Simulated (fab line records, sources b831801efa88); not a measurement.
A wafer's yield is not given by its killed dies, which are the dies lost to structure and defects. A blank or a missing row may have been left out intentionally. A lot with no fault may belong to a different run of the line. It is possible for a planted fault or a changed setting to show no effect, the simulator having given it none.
Struck lot and sound lot, side by side | flow sky130 | 44 out of 708 route steps
Sound: these wafers, L813.2, L813.3, L813.5. Struck: wafers L827.3, L827.5. (L827.1 of the same lot was not struck and is left out.) The cause comes at the end.
At each step with rows: each side's tool, then ch and its chambers, then its first start. Under that, the readings that differ: sound wafers | struck wafers | difference of the means | sigmas: that difference in standard deviations of wafers without a fault.
alike: same words and numbers on both sides, and readings whose means sit less than 2 such deviations apart. not compared: any withheld reading, any reading some wafer has no value for, any bound like >300 that may hide the same value, and any number with overlapping values for which the record gives no deviation.
Wherever a step has rows on one side only, a row that says differs or no value, or a row with sigmas, the two part there. When numbers do not overlap yet have no deviation, they are printed without sigmas and do not part them. Lack of a reading on every wafer of one side parts them only where that side has two or more wafers.

first, 4 steps without rows for these wafers: SKY_VIA3_CLEAN_18 (cleans in IPA, time 180 s); SKY_VIA3_CLEAN_19 (cleans in O3/DIW); SKY_VIA3_SPUTTER_20 (material TiN, target thk 20 nm, time 80 s); SKY_VIA3_CVD_21 (deposits W, target thk 390 nm, time 117.31 s).
SKY_VIA3_RS_MEAS_22: a four-point-probe measurement.
  sound on film_metro-02 at day 41 07:44; struck on film_metro-02 at day 45 05:29
  alike: VIA3_W_RS
SKY_VIA3_THK_MEAS_23: measures by xrf.
  sound on film_metro-02 at day 41 07:51; struck on film_metro-02 at day 45 05:37
  alike: VIA3_W_THK
then, 1 step without rows for these wafers: SKY_VIA3_CMP_24 (polishes, stops on SiO2, t overpolish 20 s, target thk 0 nm).
SKY_METAL4_SPUTTER_00: material Ti, target thk 15 nm, time 10 s.
  sound on pvd_sputter-02 at day 41 08:12; struck on pvd_sputter-02 at day 45 05:58
  reading                | sound          | struck    | difference | sigmas
  throttle_valve_pct (%) | 28.6 30.5 30.5 | 33.6 31.8 | +2.8       | +2
then, 1 step without rows for these wafers: SKY_METAL4_SPUTTER_01 (material TiN, target thk 20 nm, time 16.7 s).
SKY_METAL4_SPUTTER_02: material AlCu, target thk 735 nm, time 39.1 s.
  sound on pvd_sputter-02 at day 41 08:15; struck on pvd_sputter-02 at day 45 06:01
  reading                | sound          | struck    | difference | sigmas
  throttle_valve_pct (%) | 28.3 30.4 30.4 | 33.5 31.5 | +2.8       | +2
SKY_METAL4_SPUTTER_03: material Ti, target thk 5 nm, time 3.3 s.
  sound on pvd_sputter-02 at day 41 08:17; struck on pvd_sputter-02 at day 45 06:03
  reading                | sound          | struck    | difference | sigmas
  throttle_valve_pct (%) | 28.7 30.6 30.9 | 33.7 31.8 | +2.7       | +2
SKY_METAL4_SPUTTER_04: material TiN, target thk 70 nm, time 58.3 s.
  sound on pvd_sputter-02 at day 41 08:18; struck on pvd_sputter-02 at day 45 06:04
  reading                | sound          | struck    | difference | sigmas
  throttle_valve_pct (%) | 28.7 30.6 30.7 | 33.4 31.8 | +2.6       | +2
SKY_CAP2M_CVD_00: deposits SiO2, target thk 15.5 nm.
  sound on pecvd-03 ch 0,1,2, day 41 08:21; struck on pecvd-04 ch 2, day 45 06:07
  reading                                | sound             | struck   | difference | sigmas
  model.SiO2_of_CAP2M_CVD_00.thk_nm (nm) | 15.27 15.41 15.62 | 20.47 21 | +5.30      |
  alike: heater_power_w
SKY_CAP2M_THK_MEAS_01:
  sound on film_metro-04 at day 41 08:23; struck on film_metro-04 at day 45 06:08
  reading               | sound             | struck      | difference | sigmas
  CAP2M_CVD_00_THK (nm) | 15.26 15.43 15.64 | 20.48 21.02 | +5.31      | +27
SKY_CAP2M_SPUTTER_02: material TiN, target thk 200 nm, time 166.7 s.
  sound on pvd_sputter-01 at day 41 08:26; struck on pvd_sputter-01 at day 45 06:12
  alike: substrate_temp_c, throttle_valve_pct
SKY_CAP2M_RS_MEAS_03: a four-point-probe measurement.
  sound on film_metro-04 at day 41 08:34; struck on film_metro-02 at day 45 06:19
  alike: CAP2M_TIN_RS
SKY_CAP2M_THK_MEAS_04: measures by xrf.
  sound on film_metro-04 at day 41 08:40; struck on film_metro-02 at day 45 06:26
  alike: CAP2M_TIN_THK
then, 7 steps without rows for these wafers: SKY_CAP2M_DEHYDRATE_05 (time 60 s); SKY_CAP2M_HMDS_06 (prime time 60 s); SKY_CAP2M_COAT_07 (resist thk 1140 nm); SKY_CAP2M_SOFTBAKE_08 (time 60 s); SKY_CAP2M_EXPOSE_09 (exposes mask CAP2M, target cd 1000 nm); SKY_CAP2M_PEB_10; SKY_CAP2M_DEVELOP_11 (develop time 60 s).
SKY_CAP2M_OVL_MEAS_12:
  sound on overlay-01 at day 42 08:10; struck on overlay-01 at day 46 03:49
  alike: CAP2M_OVL
then, 13 steps without rows for these wafers: SKY_CAP2M_METAL_ETCH_13 (etches TiN in Cl2/BCl3, stops on SiO2, target depth 220 nm, time 62.9 s); SKY_CAP2M_STRIP_14 (strips in O2/N2); SKY_CAP2M_STRIP_15 (strips in post etch residue remover, time 1200 s); SKY_CAP2M_CLEAN_16 (cleans in IPA, time 180 s); SKY_CAP2M_CLEAN_17 (cleans in O3/DIW); SKY_METAL4_DEHYDRATE_05 (time 60 s); SKY_METAL4_HMDS_06 (prime time 60 s); SKY_METAL4_COAT_07 (resist thk 60 nm); SKY_METAL4_COAT_08 (resist thk 1140 nm); SKY_METAL4_SOFTBAKE_09 (time 90 s); SKY_METAL4_EXPOSE_10 (exposes mask MM4, target cd 300 nm); SKY_METAL4_PEB_11; SKY_METAL4_DEVELOP_12 (develop time 60 s).
SKY_METAL4_CD_MEAS_13 targets a cd of 300 nm.
  sound on cd_sem-01 at day 43 08:08; struck on cd_sem-01 at day 47 01:04
  alike: cd_nm
SKY_METAL4_OVL_MEAS_14:
  sound on overlay-02 at day 43 08:14; struck on overlay-02 at day 47 01:11
  alike: METAL4_OVL
then, 2 steps without rows for these wafers: SKY_METAL4_DESCUM_15 (chemistry O2, time 8 s); SKY_METAL4_ETCH_16 (etches BARC in N2/H2, stops on SiO2, time 88.2 s, target depth 60 nm).
SKY_METAL4_ETCH_17: etches SiO2 in C4F8/O2/Ar, stops on TiN, time 3.9 s, target depth 15 nm.
  sound on rie_diel-02 ch 1,3, day 43 08:23; struck on rie_diel-03 ch 1,3, day 47 01:20
  reading                  | sound             | struck      | difference | sigmas
  oes_product_au (a.u.)    | 0.748 0.749 0.756 | 0.875 0.888 | +0.130     | +19
  model.etch.depth_nm (nm) | 15.27 15.41 15.62 | 20.47 21    | +5.30      |
  not compared: rf_hours_counter_h
-- the record jumps here: 3 days lie between the struck wafers' starts before and after (it left off in module METAL4 and takes up again in module PAD_OPEN, whose first step shown is number 708 of the route) --
SKY_PAD_OPEN_PROBE_99:
  sound on prober-01 at day 47 05:55; struck on prober-01 at day 50 08:23
  reading                               | sound                | struck              | difference | sigmas
  model.etest.tester.sort_n_pass        | 399 392 413          | 284 124             | -197       |
  model.etest.tester.sort_yield_pct (%) | 81.1 79.67 83.94     | 57.72 25.2          | -40.11     |
  model.etest.tester.sort_bin_5_pct (%) | 11.18 12.6 8.537     | 35.98 69.11         | +41.77     |
  model.etest.cap_mim2.bv_v (V)         | 13.51 13.4 14.04     | 18.11 18.92         | +4.87      |
  model.etest.cap_mim2.leak_log10_a_cm2 | -8.808 -8.616 -8.931 | -9.846 -10.15       | -1.213     |
  model.etest.cap_mim2.c_ff_um2         | 2.379 2.344 2.329    | 1.78 1.728          | -0.60      |
  model.etest.tester.sort_bin_8_pct (%) | 0 0 0                | 5.005e-06 0.0001229 | +6.395e-05 |
  alike: defect_limited_yield, killed_at_M0_to_M3, killed_at_M4_up, killed_at_contacts, killed_at_front_end, killed_at_other, killed_dies, killed_open, killed_short

## WHERE THEY PART
First at SKY_METAL4_SPUTTER_00; last, within this record, at SKY_METAL4_ETCH_17. Later steps at which nothing parts them and some readings are alike: SKY_PAD_OPEN_PROBE_99.

WHY: what had been put in by the simulator
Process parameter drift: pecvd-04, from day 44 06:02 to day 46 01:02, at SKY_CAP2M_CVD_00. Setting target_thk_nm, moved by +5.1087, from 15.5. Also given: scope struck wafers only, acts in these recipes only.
